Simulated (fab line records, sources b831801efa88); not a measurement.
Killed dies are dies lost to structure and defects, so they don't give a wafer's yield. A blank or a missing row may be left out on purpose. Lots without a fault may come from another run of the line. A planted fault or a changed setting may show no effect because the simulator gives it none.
Which tool did it? | flow gf180mcu | 13 lots, 39 wafers sampled, at 6 steps of a route of 602

WHAT THE GAUGES READ, wafer by wafer
GF_MVPSD_TW_MEAS_11. Usual: MVPSD_TW 556, standard deviation 3.1.
lot  | measured     | on            | MVPSD_TW                | flag
L328 | day 5 07:52  | film_metro-02 | 550 552 553             |
L329 | day 5 13:44  | film_metro-04 | 558 554 554             |
L330 | day 5 19:25  | film_metro-04 | 559 555 555             |
L332 | day 6 10:54  | film_metro-01 | 559 558 556             |
L333 | day 6 20:22  | film_metro-02 | 555 555 556             |
L334 | day 6 22:05  | film_metro-04 | 550 551 552             |
L336 | day 7 07:40  | film_metro-01 | 560 558 560             |
L343 | day 9 03:08  | film_metro-01 | 542 543 542 541 543 542 | OFF
L342 | day 9 04:14  | film_metro-02 | 536 540 538 537 539 537 | OFF
L346 | day 9 20:49  | film_metro-04 | 557 558 558             |
L348 | day 10 08:55 | film_metro-04 | 557 557 556             |
L349 | day 10 13:36 | film_metro-01 | 556 561 553             |
L350 | day 10 19:27 | film_metro-04 | 558 554 554             |

GF_VT_IMPLANT_RS_MEAS_49: measures by four-point-probe. Usual: MVPSD_RS 1168 ohm/sq, standard deviation 3.2.
lot  | measured     | on            | MVPSD_RS (ohm/sq)             | flag
L328 | day 7 21:46  | film_metro-01 | 1164 1164 1165                |
L329 | day 8 05:16  | film_metro-01 | 1163 1165 1160                |
L330 | day 8 10:55  | film_metro-01 | 1165 1168 1166                |
L332 | day 9 05:39  | film_metro-04 | 1169 1171 1170                |
L333 | day 9 14:26  | film_metro-02 | 1165 1165 1165                |
L334 | day 9 16:32  | film_metro-01 | 1167 1169 1166                |
L336 | day 10 03:10 | film_metro-02 | 1169 1172 1171                |
L343 | day 12 07:05 | film_metro-02 | 1233 1232 1231 1232 1233 1231 | OFF
L342 | day 12 07:34 | film_metro-01 | 1232 1226 1231 1230 1229 1234 | OFF
L346 | day 13 02:50 | film_metro-04 | 1167 1169 1165                |
L348 | day 13 14:41 | film_metro-02 | 1172 1172 1172                |
L349 | day 13 19:17 | film_metro-04 | 1171 1171 1168                |
L350 | day 14 03:28 | film_metro-01 | 1168 1167 1166                |

GF_V1_BOW_MEAS_05. Usual: V1_BOW 82 um, standard deviation 7.2.
lot  | measured     | on            | V1_BOW (um) | flag
L328 | day 17 18:29 | film_metro-03 | 96 93 91    |
L329 | day 18 02:23 | film_metro-04 | 77 76 84    |
L330 | day 18 08:13 | film_metro-03 | 74 73 80    |
L332 | day 19 12:04 | film_metro-01 | 80 83 77    |
L333 | day 19 23:07 | film_metro-01 | 90 88 78    |
L334 | day 20 00:39 | film_metro-01 | 70 81 89    |
L336 | day 20 16:40 | film_metro-04 | 82 72 83    |
L343 | day 23 11:08 | film_metro-03 | 74 78 81    |
L342 | day 23 13:07 | film_metro-03 | 94 93 81    |
L346 | day 24 06:55 | film_metro-01 | 78 91 81    |
L348 | day 24 21:20 | film_metro-03 | 82 86 77    |
L349 | day 24 23:57 | film_metro-03 | 79 88 73    |
L350 | day 25 09:13 | film_metro-01 | 78 93 97    |

GF_V2_THK_MEAS_03. Usual: V2_CVD_02_THK 850 nm, standard deviation 10.
lot  | measured     | on            | V2_CVD_02_THK (nm) | flag
L328 | day 19 21:54 | film_metro-02 | 837 844 847        |
L329 | day 20 04:57 | film_metro-01 | 833 833 834        |
L330 | day 20 12:22 | film_metro-04 | 847 836 852        |
L332 | day 21 15:32 | film_metro-01 | 844 854 853        |
L333 | day 22 02:44 | film_metro-02 | 848 852 865        |
L334 | day 22 03:41 | film_metro-02 | 831 838 848        |
L336 | day 22 19:04 | film_metro-02 | 835 854 865        |
L343 | day 25 09:41 | film_metro-02 | 838 837 855        |
L342 | day 25 11:58 | film_metro-01 | 840 836 847        |
L346 | day 26 04:50 | film_metro-01 | 839 869 858        |
L348 | day 26 18:22 | film_metro-02 | 856 849 870        |
L349 | day 26 21:14 | film_metro-04 | 856 847 855        |
L350 | day 27 05:22 | film_metro-01 | 846 846 850        |

GF_V2_BOW_MEAS_05. Usual: V2_BOW 98 um, standard deviation 8.
lot  | measured     | on            | V2_BOW (um) | flag
L328 | day 19 22:47 | film_metro-01 | 114 110 108 |
L329 | day 20 05:22 | film_metro-04 | 94 94 103   |
L330 | day 20 12:44 | film_metro-02 | 91 87 94    |
L332 | day 21 15:55 | film_metro-02 | 93 95 89    |
L333 | day 22 03:13 | film_metro-04 | 103 102 93  |
L334 | day 22 04:03 | film_metro-01 | 91 97 107   |
L336 | day 22 19:27 | film_metro-02 | 99 87 99    |
L343 | day 25 10:03 | film_metro-01 | 92 97 101   |
L342 | day 25 12:19 | film_metro-02 | 110 111 99  |
L346 | day 26 05:20 | film_metro-02 | 101 114 104 |
L348 | day 26 18:43 | film_metro-02 | 99 104 92   |
L349 | day 26 21:35 | film_metro-04 | 95 106 91   |
L350 | day 27 05:44 | film_metro-04 | 98 112 117  |

WHICH TOOL RAN EACH LOT (tool, then ch and the chambers of the sampled wafers, then the start)
lot  | GF_MVPSD_IMPLANT_08
L328 | implanter-04 ch 0, day 5 07:28
L329 | implanter-04 ch 0, day 5 13:20
L330 | implanter-04 ch 0, day 5 19:01
L332 | implanter-01 ch 0, day 6 10:32
L333 | implanter-02 ch 0, day 6 19:59
L334 | implanter-04 ch 0, day 6 21:41
L336 | implanter-02 ch 0, day 7 07:18
L343 | implanter-04 ch 0, day 9 02:45
L342 | implanter-04 ch 0, day 9 03:50
L346 | implanter-02 ch 0, day 9 20:25
L348 | implanter-02 ch 0, day 10 08:31
L349 | implanter-02 ch 0, day 10 13:12
L350 | implanter-01 ch 0, day 10 19:03
- GF_MVPSD_IMPLANT_08

WHAT THE TOOLS THEMSELVES READ (means of the sampled wafers that have a number; where no wafer has one, the mark that the record gives instead)
GF_MVPSD_IMPLANT_08. Usual: beam_energy_keV 170.00, standard deviation 0.054; dose_ions_cm2 1.5e+13, standard deviation 1.6e+10; faraday_current_uA 84.7, standard deviation 1.7.
lot  | tool         | beam_energy_keV | dose_ions_cm2 | faraday_current_uA | flag
L328 | implanter-04 | 170.00          | 1.5e+13       | 86.1               |
L329 | implanter-04 | 169.97          | 1.5e+13       | 83.3               |
L330 | implanter-04 | 169.99          | 1.5e+13       | 87.0               |
L332 | implanter-01 | 169.99          | 1.5e+13       | 84.8               |
L333 | implanter-02 | 170.04          | 1.5e+13       | 82.8               |
L334 | implanter-04 | 169.98          | 1.5e+13       | 83.8               |
L336 | implanter-02 | 170.06          | 1.5e+13       | 83.1               |
L343 | implanter-04 | 169.91          | 1.3e+13       | 75.1               | OFF
L342 | implanter-04 | 169.95          | 1.3e+13       | 76.1               | OFF
L346 | implanter-02 | 170.08          | 1.5e+13       | 84.4               |
L348 | implanter-02 | 169.99          | 1.5e+13       | 85.1               |
L349 | implanter-02 | 169.98          | 1.5e+13       | 82.7               |
L350 | implanter-01 | 169.93          | 1.5e+13       | 84.9               |

THE ANSWER, worked out from the rows above alone
Rule: a lot is off if the mean of its wafers that have a number lies more than 3 standard deviations from the usual mean. A lot without any number at a reading at which 4 lots or more have one is off too. The other lots that the step has rows for count as sound. The gauges are gone through in route order, then the tools' own readings, and for those a lot's mean is taken as printed above. The first step at which some lot is off is used, and at that step the reading that is off furthest; a lot without a number counts as furthest.
Off: L343, L342, at GF_MVPSD_TW_MEAS_11 (MVPSD_TW).
A tool fits if, at a process step before that reading, it ran every lot that is off, and no sound lot after the first of them. The gauges at GF_MVPSD_TW_MEAS_11 aren't tried: what is off there is off at GF_MVPSD_IMPLANT_08 too, on other tools, and a gauge's error can't cause that. One fits: implanter-04 at GF_MVPSD_IMPLANT_08. Its last sound lot is L334 (day 6 21:41), its first lot that is off L343 (day 9 02:45): a fault that began between those two fits.
The tool's own readings at GF_MVPSD_IMPLANT_08 bear it out: on the lots that are off they differ by more than 5 times the standard deviation of the sound lots' means. dose_ions_cm2 reads 1.3e+13 there against 1.5e+13 on the sound lots; faraday_current_uA reads 75.6 there against 84.4 on the sound lots.

WHAT THE SIMULATOR HAD PUT IN
Process parameter drift: implanter-04, from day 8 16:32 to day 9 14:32, at GF_MVPSD_IMPLANT_08. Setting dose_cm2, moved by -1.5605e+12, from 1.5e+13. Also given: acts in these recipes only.
Lots struck among those shown: L343, L342. The rule above found the same.
